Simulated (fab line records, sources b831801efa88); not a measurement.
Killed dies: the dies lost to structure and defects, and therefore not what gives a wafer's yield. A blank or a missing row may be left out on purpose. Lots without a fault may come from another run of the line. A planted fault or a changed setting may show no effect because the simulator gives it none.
fab line records	flow gf180mcu
[record] lots = 5	wafers = 15	lastDay = 33
route steps=602 shown SAB@274 SALICIDE@278 CONTACT@287
lots that met no fault: from a run of the same line without faults
startH: hours from the record's first day to the start of the lot's first wafer shown	waitH: time in hours since the lot's previous step	" unchanged from the row above	L1.1+2: a row that stands for several wafers	- either no value or no given start	* or withheld: withheld	< > ~ a bound
route shown NAME@n: names a module that has steps shown in the file, with the first one's number in the route	usual: mean and standard deviation over wafers with no fault	same: alike in all rows	chamber/n: place in a boat	sites: the reading at each site	_std_site: the values' standard deviation	_edge_site: outer sites' mean less inner sites'	radiusMm: how far each site lies from the wafer's centre	mask NAME#n: copy n	behind: the most recent tool/chamber to have shaped the wafer	hold: the reason the lot was held/the length of the hold in hours/how it ended	device: names the non-switching transistor (n, p or np)	end of line: the same wafers' tests at the end of the route	step lacking rows: just its recipe	killed: not the wafer's yield, but the dies lost to structure and defects at the first sort	map: shows each die of a wafer: x if killed, . if not, _ if none is there
set.NAME: the run value of the setting; set.NAME@STEP: its run value at that earlier step	model.NAME: the simulator's own value behind a step, which no gauge read
lots seen at some steps along the route; tables by step, rows by wafer
services: when a tool's chamber went out of use (startH, in hours from the record's first day, below 0 if earlier), for how many hours, and the reason
[[steps]]
[step GF_SAB_OVL_MEAS_10]
[usual] SAB_OVL = 0.7/1.5
lot.wafer	tool	chamber	startH	waitH	SAB_OVL[nm]
L076.2	overlay-01	-	352.22	0.1	1.4
L076.5	"	-	"	"	-0.3
L076.6	"	-	"	"	0.9
L079.1	overlay-02	-	376.65	0.1	-0.9
L079.5	"	-	"	"	1.1
L079.6	"	-	"	"	0.3
L085.1	overlay-02	-	444.72	0.1	3.0
L085.5	"	-	"	"	0.5
L085.6	"	-	"	"	1.9
L090.1	overlay-01	-	478.85	0.1	0.3
L090.2	"	-	"	"	1.9
L090.4	"	-	"	"	-0.1
L094.1	overlay-02	-	507.65	0.1	2.8
L094.5	"	-	"	"	3.2
L094.6	"	-	"	"	3.2
[step GF_SAB_ETCH_11]
[recipe] chemistry = C4F8/O2/Ar	maskMaterial = NOVOLAK	target = SiO2	targetDepthNm = 55	sourceW = 1500	biasW = 1200	pressureMtorr = 40	c4f8FlowSccm = withheld	O2_flow_sccm = 6	Ar_flow_sccm = 300	timeS = 8.5
[usual] oesProductAu = 0.998/0.013	rfFwdPowerW = 1475/7.8
lot.wafer	tool	chamber	startH	waitH	oesProductAu	rfFwdPowerW	rfHoursCounterH
L076.2	rieDiel-04	0	352.25	0.0	1.010	1470	102
L076.5	"	0	"	"	0.993	1468	-
L076.6	"	3	"	"	1.006	1481	-
L079.1	rieDiel-01	1	376.68	0.0	1.001	1464	58
L079.5	"	2	"	"	0.985	1472	-
L079.6	"	1	"	"	1.000	1468	-
L085.1	rieDiel-04	2	444.75	0.0	1.011	1478	1
L085.5	"	3	"	"	1.006	1487	-
L085.6	"	0	"	"	1.009	1463	-
L090.1	rieDiel-04	2	478.88	0.0	1.006	1474	2
L090.2	"	3	"	"	0.998	1484	105
L090.4	"	1	"	"	0.991	1474	-
L094.1	rieDiel-04	3	507.68	0.0	0.991	1491	0
L094.5	"	2	"	"	1.018	1483	-
L094.6	"	1	"	"	1.005	1478	-
[step GF_SAB_WET_ETCH_12]
[recipe] chemistry = dHF	targetDepthNm = 22	dry = n2Spin	target = SiO2	tempC = 25	dilution = 100:1	timeS = 440
[usual] tempC = 25.00/0.1
lot.wafer	tool	chamber	startH	waitH	tempC
L076.2	wetBench-01	1	352.27	0.0	24.85
L076.5	"	1	"	"	24.76
L076.6	"	1	"	"	25.03
L079.1	wetBench-03	1	376.71	0.0	24.88
L079.5	"	1	"	"	25.03
L079.6	"	1	"	"	25.05
L085.1	wetBench-04	0	444.77	0.0	24.87
L085.5	"	0	"	"	25.14
L085.6	"	0	"	"	25.17
L090.1	wetBench-01	3	478.90	0.0	25.04
L090.2	"	3	"	"	24.96
L090.4	"	3	"	"	24.92
L094.1	wetBench-04	2	507.70	0.0	25.02
L094.5	"	2	"	"	25.06
L094.6	"	2	"	"	24.84
[step GF_SAB_STRIP_13]
[recipe] chemistry = O2/N2	powerW = 1400	pressureMtorr = 1500	platenTempC = 250	o2FlowSccm = 3000	n2FlowSccm = 300	overashFraction = 0.5
[usual] drypumpMotorCurrentA = 5.6/0.48	heaterPowerW = 337/19	oesProductAu = 0.710/0.0046	stripTimeToEndpointS = 12.61/0.034
lot.wafer	tool	chamber	startH	waitH	drypumpMotorCurrentA	heaterPowerW	oesProductAu	rfHoursCounterH	stripTimeToEndpointS
L076.2	plasmaAsher-04	0	352.42	0.0	5.3	321	0.710	63	12.57
L076.5	"	1	"	"	6.1	338	0.712	-	12.56
L076.6	"	0	"	"	5.3	310	0.706	-	12.59
L079.1	plasmaAsher-01	1	376.85	0.0	6.0	324	0.714	58	12.62
L079.5	"	1	"	"	6.0	327	0.707	-	12.63
L079.6	"	0	"	"	4.7	360	0.709	-	12.62
L085.1	plasmaAsher-01	1	444.91	0.0	6.0	328	0.717	66	12.65
L085.5	"	0	"	"	4.7	360	0.711	-	12.62
L085.6	"	1	"	"	6.0	326	0.708	-	12.64
L090.1	plasmaAsher-02	1	479.03	0.0	5.7	359	0.704	40	12.61
L090.2	"	0	"	"	5.3	345	0.705	40	12.60
L090.4	"	0	"	"	5.4	328	0.707	-	12.59
L094.1	plasmaAsher-01	0	507.83	0.0	4.7	374	0.708	70	12.63
L094.5	"	1	"	"	6.0	324	0.712	-	12.65
L094.6	"	0	"	"	4.7	351	0.715	-	12.64
[step GF_SALICIDE_CLEAN_00]
[recipe] chemistry = SC1/SC2	mix = 1:4:20	tempC = 70	timeS = 150
[usual] tempC = 70.01/0.12
lot.wafer	tool	chamber	startH	waitH	tempC
L076.2	wetBench-01	3	352.52	0.1	69.92
L076.5	"	3	"	"	70.00
L076.6	"	3	"	"	70.08
L079.1	wetBench-01	2	376.95	0.1	69.91
L079.5	"	2	"	"	69.95
L079.6	"	2	"	"	69.91
L085.1	wetBench-03	0	445.01	0.1	70.24
L085.5	"	0	"	"	70.09
L085.6	"	0	"	"	69.99
L090.1	wetBench-03	2	479.13	0.1	70.12
L090.2	"	2	"	"	70.11
L090.4	"	2	"	"	70.02
L094.1	wetBench-02	3	507.93	0.1	69.90
L094.5	"	3	"	"	70.04
L094.6	"	3	"	"	70.06
[step GF_SALICIDE_WET_ETCH_01]
[recipe] chemistry = dHF	targetDepthNm = 5	dry = ipaMarangoni	target = SiO2	tempC = 25	dilution = 100:1	timeS = 100
[usual] tempC = 25.03/0.11
lot.wafer	tool	chamber	startH	waitH	tempC
L076.2	wetBench-03	1	352.57	0.0	24.83
L076.5	"	1	"	"	24.97
L076.6	"	1	"	"	25.09
L079.1	wetBench-02	2	377.00	0.0	25.10
L079.5	"	2	"	"	25.06
L079.6	"	2	"	"	25.03
L085.1	wetBench-03	1	445.07	0.0	24.99
L085.5	"	1	"	"	24.98
L085.6	"	1	"	"	24.97
L090.1	wetBench-01	2	479.18	0.0	25.26
L090.2	"	2	"	"	24.97
L090.4	"	2	"	"	24.88
L094.1	wetBench-01	0	507.99	0.0	24.93
L094.5	"	0	"	"	25.17
L094.6	"	0	"	"	25.01
[step GF_SALICIDE_SPUTTER_02]
[recipe] material = Co	targetThkNm = 10	powerW = 1000	timeS = 20	chamberPressurePa = 0.4
[usual] throttleValvePct = 29.8/1.1
lot.wafer	tool	chamber	startH	waitH	throttleValvePct
L076.2	pvdSputter-01	-	352.61	0.0	27.7
L076.5	"	-	"	"	27.4
L076.6	"	-	"	"	29.1
L079.1	pvdSputter-01	-	377.04	0.0	30.1
L079.5	"	-	"	"	29.9
L079.6	"	-	"	"	27.4
L085.1	pvdSputter-01	-	445.11	0.0	29.8
L085.5	"	-	"	"	29.7
L085.6	"	-	"	"	30.7
L090.1	pvdSputter-02	-	479.22	0.0	30.4
L090.2	"	-	"	"	32.0
L090.4	"	-	"	"	29.6
L094.1	pvdSputter-02	-	508.03	0.0	29.1
L094.5	"	-	"	"	30.9
L094.6	"	-	"	"	28.9
[step GF_SALICIDE_SPUTTER_03]
[recipe] material = TiN	targetThkNm = 20	powerW = 6500	timeS = 16.7	chamberPressurePa = 0.4
[usual] throttleValvePct = 29.8/1.1
lot.wafer	tool	chamber	startH	waitH	throttleValvePct
L076.2	pvdSputter-01	-	352.63	0.0	27.5
L076.5	"	-	"	"	27.5
L076.6	"	-	"	"	28.6
L079.1	pvdSputter-01	-	377.07	0.0	30.0
L079.5	"	-	"	"	30.1
L079.6	"	-	"	"	27.4
L085.1	pvdSputter-01	-	445.14	0.0	29.8
L085.5	"	-	"	"	30.0
L085.6	"	-	"	"	30.5
L090.1	pvdSputter-02	-	479.25	0.0	30.4
L090.2	"	-	"	"	32.0
L090.4	"	-	"	"	29.2
L094.1	pvdSputter-02	-	508.06	0.0	29.0
L094.5	"	-	"	"	30.7
L094.6	"	-	"	"	29.1
[step GF_SALICIDE_RS_MEAS_04]
[recipe] thkMeasGauge = four-point-probe	reads = TiN_of_SALICIDE_SPUTTER_03+Co_of_SALICIDE_SPUTTER_02
[usual] SALICIDE_TIN_RS = 16.52/0.26
lot.wafer	tool	chamber	startH	waitH	SALICIDE_TIN_RS[ohm/sq]
L076.2	filmMetro-01	-	352.68	0.0	16.74
L076.5	"	-	"	"	16.55
L076.6	"	-	"	"	16.58
L079.1	filmMetro-01	-	377.09	0.0	16.18
L079.5	"	-	"	"	16.11
L079.6	"	-	"	"	16.68
L085.1	filmMetro-01	-	445.16	0.0	16.08
L085.5	"	-	"	"	16.17
L085.6	"	-	"	"	16.41
L090.1	filmMetro-04	-	479.27	0.0	16.92
L090.2	"	-	"	"	16.72
L090.4	"	-	"	"	16.49
L094.1	filmMetro-02	-	508.08	0.0	16.14
L094.5	"	-	"	"	16.59
L094.6	"	-	"	"	16.13
[step GF_SALICIDE_THK_MEAS_05]
[recipe] thkMeasGauge = xrf	reads = TiN_of_SALICIDE_SPUTTER_03
[usual] SALICIDE_TIN_THK = 19.93/0.25
lot.wafer	tool	chamber	startH	waitH	SALICIDE_TIN_THK[nm]
L076.2	filmMetro-01	-	352.79	0.1	20.08
L076.5	"	-	"	"	20.26
L076.6	"	-	"	"	20.17
L079.1	filmMetro-01	-	377.21	0.1	19.87
L079.5	"	-	"	"	19.92
L079.6	"	-	"	"	19.73
L085.1	filmMetro-01	-	445.28	0.1	19.87
L085.5	"	-	"	"	19.49
L085.6	"	-	"	"	19.41
L090.1	filmMetro-04	-	479.39	0.1	19.58
L090.2	"	-	"	"	19.88
L090.4	"	-	"	"	19.60
L094.1	filmMetro-02	-	508.20	0.1	19.88
L094.5	"	-	"	"	19.75
L094.6	"	-	"	"	19.90
[step GF_SALICIDE_RTA_06]
[recipe] tempC = 530	timeS = 30	ambient = N2
[usual] lampPowerPct = 5.7/1.1	wafer_temp_C_max = 531.9/0.52
lot.wafer	tool	chamber	startH	waitH	lampPowerPct	wafer_temp_C_max
L076.2	rtpAnneal-02	0	352.86	0.1	4.6	531.7
L076.5	"	0	"	"	4.6	532.1
L076.6	"	0	"	"	4.6	531.8
L079.1	rtpAnneal-01	0	377.27	0.1	6.9	531.5
L079.5	"	0	"	"	6.9	530.9
L079.6	"	0	"	"	6.9	532.1
L085.1	rtpAnneal-02	0	445.34	0.1	4.6	531.8
L085.5	"	0	"	"	4.6	532.7
L085.6	"	0	"	"	4.6	532.3
L090.1	rtpAnneal-01	0	479.45	0.1	6.9	532.8
L090.2	"	0	"	"	6.9	532.2
L090.4	"	0	"	"	6.9	531.8
L094.1	rtpAnneal-02	0	508.26	0.1	4.6	531.7
L094.5	"	0	"	"	4.6	532.0
L094.6	"	0	"	"	4.6	532.0
[step GF_SALICIDE_WET_ETCH_07]
[recipe] chemistry = SPM	targetDepthNm = 120	dry = n2Spin
lot.wafer	tool	chamber	startH	waitH
L076.2+5+6	wetBench-03	1	352.94	0.1
L079.1+5+6	wetBench-01	0	377.47	0.2
L085.1+5+6	wetBench-03	0	445.44	0.1
L090.1+2+4	wetBench-02	3	479.55	0.1
L094.1+5+6	wetBench-02	1	508.36	0.1
[step GF_SALICIDE_RTA_08]
[recipe] tempC = 800	timeS = 30	ambient = N2
[usual] lampPowerPct = 16/3.1	wafer_temp_C_max = 802.9/0.81
lot.wafer	tool	chamber	startH	waitH	lampPowerPct	wafer_temp_C_max
L076.2	rtpAnneal-01	0	353.05	0.0	19	802.5
L076.5	"	0	"	"	19	802.5
L076.6	"	0	"	"	19	802.8
L079.1	rtpAnneal-02	0	377.56	0.0	13	803.5
L079.5	"	0	"	"	13	804.1
L079.6	"	0	"	"	13	804.0
L085.1	rtpAnneal-01	0	445.54	0.0	19	801.8
L085.5	"	0	"	"	19	801.7
L085.6	"	0	"	"	19	802.4
L090.1	rtpAnneal-02	0	479.65	0.0	13	802.5
L090.2	"	0	"	"	13	802.8
L090.4	"	0	"	"	13	802.5
L094.1	rtpAnneal-01	0	508.46	0.0	19	802.5
L094.5	"	0	"	"	19	801.5
L094.6	"	0	"	"	19	802.5
[step GF_CONTACT_CVD_00]
[recipe] material = SiO2	targetThkNm = 300	sigmaOpenFrac = 0.3	tempC = 400	timeS = 50	sih4FlowSccm = 60	pressureMtorr = 6
[usual] pressureMtorr = 6.000/0.011
lot.wafer	tool	chamber	startH	waitH	pressureMtorr
L076.2	hdpcvd-01	2	353.13	0.1	5.992
L076.5	"	2	"	"	5.983
L076.6	"	1	"	"	5.987
L079.1	hdpcvd-02	0	377.66	0.1	6.003
L079.5	"	2	"	"	5.990
L079.6	"	1	"	"	6.001
L085.1	hdpcvd-01	0	445.64	0.1	6.005
L085.5	"	0	"	"	6.017
L085.6	"	1	"	"	5.984
L090.1	hdpcvd-01	1	480.11	0.4	6.018
L090.2	"	0	"	"	6.000
L090.4	"	0	"	"	5.986
L094.1	hdpcvd-01	2	508.56	0.1	5.990
L094.5	"	0	"	"	6.024
L094.6	"	1	"	"	6.014
[step GF_CONTACT_THK_MEAS_01]
[recipe] reads = SiO2_of_CONTACT_CVD_00
[usual] CONTACT_CVD_00_THK = 300/4.4
lot.wafer	tool	chamber	startH	waitH	CONTACT_CVD_00_THK[nm]
L076.2	filmMetro-01	-	353.19	0.0	298
L076.5	"	-	"	"	300
L076.6	"	-	"	"	296
L079.1	filmMetro-04	-	377.71	0.0	305
L079.5	"	-	"	"	303
L079.6	"	-	"	"	305
L085.1	filmMetro-04	-	445.69	0.0	298
L085.5	"	-	"	"	296
L085.6	"	-	"	"	297
L090.1	filmMetro-04	-	480.18	0.0	295
L090.2	"	-	"	"	297
L090.4	"	-	"	"	299
L094.1	filmMetro-04	-	508.61	0.0	299
L094.5	"	-	"	"	297
L094.6	"	-	"	"	297
[step GF_CONTACT_CVD_02]
[recipe] material = SiO2	targetThkNm = 860	precursor = TEOS	tempC = 400	timeS = 95.992	rfW = 600
[usual] heaterPowerW = 653/85	rfFwdPowerW = 596.1/2.1
lot.wafer	tool	chamber	startH	waitH	heaterPowerW	rfFwdPowerW	sinceWetCleanH
L076.2	pecvd-04	0	353.24	0.0	712	596.6	817
L076.5	"	1	"	"	703	595.1	-
L076.6	"	2	"	"	589	597.1	-
L079.1	pecvd-01	0	377.77	0.1	650	594.3	411
L079.5	"	2	"	"	752	597.3	-
L079.6	"	0	"	"	693	593.5	-
L085.1	pecvd-01	1	445.75	0.1	549	596.0	479
L085.5	"	1	"	"	582	593.0	-
L085.6	"	2	"	"	593	595.7	-
L090.1	pecvd-04	1	480.24	0.1	609	598.4	97
L090.2	"	0	"	"	701	594.1	97
L090.4	"	2	"	"	596	594.5	-
L094.1	pecvd-01	1	508.67	0.1	507	591.2	542
L094.5	"	0	"	"	658	596.7	-
L094.6	"	1	"	"	544	593.5	-
[step GF_CONTACT_THK_MEAS_03]
[recipe] reads = SiO2_of_CONTACT_CVD_02
[usual] CONTACT_CVD_02_THK = 858/14
lot.wafer	tool	chamber	startH	waitH	CONTACT_CVD_02_THK[nm]
L076.2	filmMetro-01	-	353.32	0.0	843
L076.5	"	-	"	"	848
L076.6	"	-	"	"	853
L079.1	filmMetro-04	-	377.84	0.0	870
L079.5	"	-	"	"	872
L079.6	"	-	"	"	887
L085.1	filmMetro-03	-	445.82	0.0	850
L085.5	"	-	"	"	862
L085.6	"	-	"	"	857
L090.1	filmMetro-01	-	480.31	0.0	875
L090.2	"	-	"	"	861
L090.4	"	-	"	"	883
L094.1	filmMetro-03	-	508.74	0.0	851
L094.5	"	-	"	"	863
L094.6	"	-	"	"	867
[[services]]
tool	chamber	startH	hours	kind
rtpAnneal-01	-	331.99	5.1	pm
pecvd-01	-	336.61	1.7	repair
pecvd-04	-	345.72	6.0	pm
rieDiel-04	2	351.80	3.2	repair
rieDiel-04	0	354.47	18.6	repair
pecvd-01	-	366.03	1.8	repair
pecvd-04	-	368.88	14.0	pm
pvdSputter-01	-	372.07	4.0	repair
rieDiel-01	-	376.73	2.8	pm
pecvd-01	-	394.09	1.0	repair
rieDiel-04	-	395.45	14.6	pm
rtpAnneal-01	-	397.73	1.7	repair
wetBench-04	-	412.57	3.0	repair
rieDiel-01	1	413.71	3.0	repair
pvdSputter-02	-	427.86	6.2	repair
pecvd-04	1	455.34	6.1	repair
hdpcvd-02	-	460.62	6.0	pm
plasmaAsher-01	-	465.10	15.9	pm
hdpcvd-01	-	466.62	4.3	pm
pecvd-04	-	466.66	0.9	repair
wetBench-03	-	474.75	2.5	repair
hdpcvd-01	2	475.18	6.2	repair
hdpcvd-01	-	478.34	1.7	repair
pecvd-01	-	478.58	0.8	repair
[[key]]
fault none
